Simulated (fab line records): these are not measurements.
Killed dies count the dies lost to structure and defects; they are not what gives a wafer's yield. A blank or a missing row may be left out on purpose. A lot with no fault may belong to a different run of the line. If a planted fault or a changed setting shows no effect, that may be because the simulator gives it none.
Which of the tools did it? -- flow sky130 -- 14 lots with 42 wafers sampled at 3 steps, on a route of 708 steps

WHAT EACH GAUGE READ, for each wafer
SKY_SD_P_OVL_MEAS_08.
lot,measured,on,SD_P_OVL (nm)
L160,day 25 11:36,overlay-01,-1.8 -0.7 -0.8
L161,day 25 18:37,overlay-01,-2.1 -3.6 -1.7
L164,day 27 05:13,overlay-01,-1.4 -1.2 -0.8
L167,day 27 23:32,overlay-01,0.3 -2.2 -1.9
L168,day 28 05:06,overlay-02,3.3 3.5 0.9
L171,day 29 09:04,overlay-02,0.5 -3.1 -1.8
L172,day 30 00:38,overlay-02,1.0 1.0 -0.7
L176,day 31 06:38,overlay-01,-1.0 -1.1 0.1
L177,day 31 09:50,overlay-01,-3.2 -3.5 -4.4
L178,day 32 01:31,overlay-01,0.0 1.8 0.5
L180,day 32 11:29,overlay-01,-1.1 -2.2 -0.9
L181,day 32 17:04,overlay-01,-0.7 -0.5 -1.7
L182,day 33 02:19,overlay-02,1.1 0.6 0.8
L183,day 33 05:31,overlay-01,-0.1 0.0 0.5

SKY_CONTACT_RS_MEAS_25: measures by four-point-probe.
lot,measured,on,CONTACT_W_RS (ohm/sq)
L160,day 31 15:55,film-metro-01,0.337 0.340 0.335
L161,day 31 21:01,film-metro-03,0.344 0.345 0.338
L164,day 33 06:44,film-metro-04,0.336 0.338 0.335
L167,day 33 22:45,film-metro-01,0.340 0.341 0.344
L168,day 34 02:00,film-metro-03,0.332 0.335 0.334
L171,day 35 04:34,film-metro-01,0.340 0.342 0.343
L172,day 35 21:38,film-metro-03,0.332 0.327 0.332
L176,day 37 07:26,film-metro-03,0.336 0.344 0.330
L177,day 37 04:16,film-metro-03,0.337 0.334 0.334
L178,day 37 18:36,film-metro-03,0.335 0.342 0.341
L180,day 38 04:43,film-metro-03,0.333 0.335 0.338
L181,day 38 09:15,film-metro-01,0.342 0.335 0.340
L182,day 38 17:07,film-metro-04,0.339 0.342 0.343
L183,day 38 20:48,film-metro-01,0.338 0.330 0.337

WHICH TOOL RAN EACH LOT (tool, then ch and the chambers of the sampled wafers, then the start)
lot,SKY_LDD_LDN_STRIP_12
L160,"plasma-asher-02 ch 1, day 22 21:25"
L161,"plasma-asher-01 ch 0,1, day 23 06:07"
L164,"plasma-asher-02 ch 0,1, day 24 16:31"
L167,"plasma-asher-01 ch 0,1, day 25 10:01"
L168,"plasma-asher-01 ch 0,1, day 25 17:19"
L171,"plasma-asher-02 ch 1, day 26 22:13"
L172,"plasma-asher-02 ch 0,1, day 27 11:31"
L176,"plasma-asher-02 ch 0,1, day 28 21:51"
L177,"plasma-asher-01 ch 0,1, day 29 02:03"
L178,"plasma-asher-04 ch 0,1, day 29 16:03"
L180,"plasma-asher-01 ch 0,1, day 30 02:52"
L181,"plasma-asher-01 ch 0,1, day 30 08:39"
L182,"plasma-asher-04 ch 0, day 30 18:21"
L183,"plasma-asher-01 ch 0,1, day 30 20:57"
- SKY_LDD_LDN_STRIP_12: strips in O2/N2.

WHAT THE TOOLS THEMSELVES READ (means of the sampled wafers that have a number; where no wafer has one, the mark that the record gives instead)
SKY_LDD_LDN_STRIP_12.
lot,tool,drypump-motor-current-A (A),oes-product-au (a.u.),strip-time-to-endpoint-s (s)
L160,plasma-asher-02,5.2,0.711,14.23
L161,plasma-asher-01,5.5,0.720,14.24
L164,plasma-asher-02,5.9,0.716,14.20
L167,plasma-asher-01,5.6,0.715,14.23
L168,plasma-asher-01,5.6,0.716,14.21
L171,plasma-asher-02,5.2,0.718,14.20
L172,plasma-asher-02,5.9,0.715,14.18
L176,plasma-asher-02,5.9,0.716,14.14
L177,plasma-asher-01,5.6,0.719,14.19
L178,plasma-asher-04,5.7,0.715,14.19
L180,plasma-asher-01,5.6,0.712,14.14
L181,plasma-asher-01,5.7,0.717,14.21
L182,plasma-asher-04,6.0,0.713,14.21
L183,plasma-asher-01,5.7,0.719,14.15

THE ANSWER, worked out from the rows above alone
Rule: usual is defined by the lots themselves. The widest of any qualifying gaps counts: lots, ordered by their means at a reading, are off when they make up no more than a third of the lots, leave a main group of 4 or more, and stand apart from it by 3 or more times the standard deviation of that group's means. Not used: any main group whose means are identical at the precision the tables above print for the reading. Also off: a lot with no number at a reading for which 4 or more lots have one. Where the step has rows for the other lots, those lots are counted as sound. The gauges are gone through in route order, then the tools' own readings, and for those a lot's mean is taken as printed above. At the first step where some lot is off, the reading lying furthest off is the one used; lots without a number count as furthest.
No lot is off at any reading shown: from this, nothing can be told.

WHAT HAD BEEN PUT IN BY THE SIMULATOR
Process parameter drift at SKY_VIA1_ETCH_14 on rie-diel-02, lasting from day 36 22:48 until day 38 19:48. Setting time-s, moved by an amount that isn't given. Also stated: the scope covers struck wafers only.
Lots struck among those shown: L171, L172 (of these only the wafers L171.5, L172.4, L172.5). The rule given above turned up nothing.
